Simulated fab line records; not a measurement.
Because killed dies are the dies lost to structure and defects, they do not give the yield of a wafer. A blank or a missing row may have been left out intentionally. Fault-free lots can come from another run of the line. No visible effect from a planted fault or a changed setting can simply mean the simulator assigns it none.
Problem report, 8D (eight disciplines) form, completed by code    flow sky130    the parts of the form that need people (team, actions taken, sign-off) are left out

== 1. WHAT WENT WRONG ==
Wafers without a fault read 24, standard deviation 5.3; killed_at_contacts at SKY_PAD_OPEN_PROBE_99 reads a mean of 163 on 9 wafers belonging to 3 lots. That puts it +26 standard deviations away from the usual mean.
First observed at day 48 05:15: wafer L554.2, on prober-01. The record holds 15 wafers of 5 lots with a number at this step. By rule, "out" or "out of limits" means more than 4 standard deviations away from the usual mean. All remaining wafers that have a number are taken as sound.

== 2. WHAT THIS IS AND IS NOT ==
question                     is                                              is not
which readings at this step  killed_at_contacts, killed_dies, killed_on_rim  killed_at_M0_to_M3, killed_at_M4_up, killed_at_front_end, killed_at_other, killed_short
which lots                   L554, L555, L556                                L546, L566
which wafers of those lots   all that have a number                          -
read on which tools          prober-01, prober-02                            -
when                         from day 48 05:15                               up to then (3 sound wafers); but 3 sound wafers of L566 came after

== 3. THE SUSPECTS, EACH WITH WHAT RULES IT OUT ==
Counting: a tool stays on the suspect list if, at a process step up to the reading, it processed all lots that are out and no sound lot following the first of them.
- cmp-01 at SKY_CONTACT_CMP_04 (polishes SiO2): kept. It ran every lot that is out, first L554 (day 33 14:44), and no sound lot after that; its last sound lot up to then is L546 (day 30 02:00).
After counting, what remains is cmp-01 at SKY_CONTACT_CMP_04.

== 4. THE CAUSE (what the simulator had put in) ==
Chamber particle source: cmp-01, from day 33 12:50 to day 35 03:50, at SKY_CONTACT_CMP_04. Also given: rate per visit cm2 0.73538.
After counting, this tool was the only one left.

== 5. THE EFFECT CHAIN, in route order ==
Rows list readings where the struck wafers' mean (over those with a number) sits beyond 3 standard deviations from the usual. Only readings whose record carries a usual standard deviation are examined. hours: median over the lots of the time between each lot's start at the first step of this table that gives one and its start at this step. sigmas: the change, counted in usual standard deviations.
hours  step                   reading             usual  on struck wafers  change  sigmas
0      SKY_PAD_OPEN_PROBE_99  killed_at_contacts  24     163               +139    +26
0      SKY_PAD_OPEN_PROBE_99  killed_dies         86     224               +138    +15
0      SKY_PAD_OPEN_PROBE_99  killed_on_rim       17     47                +30     +8.5
It contains these process steps:
- SKY_PAD_OPEN_PROBE_99

== 6. HOW IT WOULD HAVE BEEN CAUGHT EARLIER ==
In this record the first reading out of limits was taken at day 48 05:15, 352 hours after the fault began at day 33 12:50.
An alarm limit of 4 standard deviations would not have fired on the tool readings at SKY_CONTACT_CMP_04 for which the record gives a usual standard deviation, since none of them was out on any struck wafer.
Lots out: 3; all had begun SKY_CONTACT_CMP_04 on cmp-01 by day 48 05:15. Holding the tool at that point would not have protected any of them.
